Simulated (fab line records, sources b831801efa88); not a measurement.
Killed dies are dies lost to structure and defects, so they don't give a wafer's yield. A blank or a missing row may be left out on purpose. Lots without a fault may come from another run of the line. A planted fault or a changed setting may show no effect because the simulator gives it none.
Tool commonality check | flow gf180mcu | 12 lots, 35 wafers sampled

WHY IT WAS OPENED
At GF_NWELL_TW_MEAS_11 the reading NWELL_TW is flagged on 1 of 12 lots. Wafers without a fault read 1574, standard deviation 12.
Rule: a lot is flagged when every wafer of it that has a number lies more than 4 standard deviations from that mean, or none has a number. The other lots count as sound.

lot  | measured    | on            | NWELL_TW, wafer by wafer | flag
L490 | day 3 14:17 | film_metro-04 | 1563 1566 1554           |
L491 | day 4 00:56 | film_metro-04 | 1560 1566 1556           |
L492 | day 4 04:47 | film_metro-02 | 1597 1586 1600           |
L494 | day 4 09:58 | film_metro-03 | 1575 1564 1573           |
L496 | day 5 00:32 | film_metro-04 | 1586 1572 1568           |
L497 | day 5 07:17 | film_metro-02 | 1578 1586 1591           |
L498 | day 5 10:47 | film_metro-03 | 1566 1558 1558           |
L500 | day 5 20:50 | film_metro-02 | 1592 1581 1587           |
L501 | day 6 03:29 | film_metro-04 | 1566 1576 1575           |
L502 | day 6 07:33 | film_metro-02 | 1592 1588                |
L510 | day 8 04:48 | film_metro-03 | 30 30 30                 | FLAGGED
L512 | day 8 20:27 | film_metro-04 | 1564 1558 1564           |
The numbers of the flagged lots are 30 on average: -1544 against the usual, or -99 or more standard deviations.

WHICH TOOL RAN EACH LOT
The record holds 1 process step before the reading, out of a route of 602 steps. In each cell: the tool, then ch and the chambers that the sampled wafers went through, then the start.
lot  | flag    | GF_NWELL_EXPOSE_04
L490 |         | iline_stepper-01 ch 0, day 3 07:28
L491 |         | iline_stepper-02 ch 0, day 3 18:13
L492 |         | iline_stepper-01 ch 0, day 3 21:29
L494 |         | iline_stepper-01 ch 0, day 4 03:07
L496 |         | iline_stepper-01 ch 0, day 4 16:48
L497 |         | iline_stepper-02 ch 0, day 4 23:56
L498 |         | iline_stepper-01 ch 0, day 5 02:55
L500 |         | iline_stepper-02 ch 0, day 5 13:05
L501 |         | iline_stepper-02 ch 0, day 5 19:30
L502 |         | iline_stepper-02 ch 0, day 5 23:21
L510 | FLAGGED | iline_stepper-02 ch 0, day 7 20:28
L512 |         | iline_stepper-01 ch 0, day 8 11:52
What these steps do:
- GF_NWELL_EXPOSE_04: exposes mask Nwell, target cd 860 nm.
- GF_NWELL_TW_MEAS_11

FLAGGED OVER TOTAL, TOOL BY TOOL (the gauges that took the reading come last)
step                | tool             | lots run | flagged | share of the flagged lots | sound lots run after its first flagged lot
GF_NWELL_EXPOSE_04  | iline_stepper-01 | 6        | 0       | none                      | -
GF_NWELL_EXPOSE_04  | iline_stepper-02 | 6        | 1       | all                       | 0
GF_NWELL_TW_MEAS_11 | film_metro-02    | 4        | 0       | none                      | -
GF_NWELL_TW_MEAS_11 | film_metro-03    | 3        | 1       | all                       | 0
GF_NWELL_TW_MEAS_11 | film_metro-04    | 5        | 0       | none                      | -

WHAT THE TABLE ALLOWS
2 rows of the table ran every flagged lot: iline_stepper-02 at GF_NWELL_EXPOSE_04, film_metro-03 at GF_NWELL_TW_MEAS_11.
- iline_stepper-02 at GF_NWELL_EXPOSE_04: 1 of its 6 lots flagged. Its last sound lot is L502 (day 5 23:21), its first flagged lot L510 (day 7 20:28): a fault that began between those two fits.
- film_metro-03 at GF_NWELL_TW_MEAS_11: 1 of its 3 lots flagged. Its last sound lot is L498 (day 5 10:47), its first flagged lot L510 (day 8 04:48): a fault that began between those two fits.
Counting lots can't tell these 2 tools apart, because each fits a fault that began at some hour. More lots, or a look at what each step does to the wafer, might.

WHAT THE SIMULATOR HAD PUT IN
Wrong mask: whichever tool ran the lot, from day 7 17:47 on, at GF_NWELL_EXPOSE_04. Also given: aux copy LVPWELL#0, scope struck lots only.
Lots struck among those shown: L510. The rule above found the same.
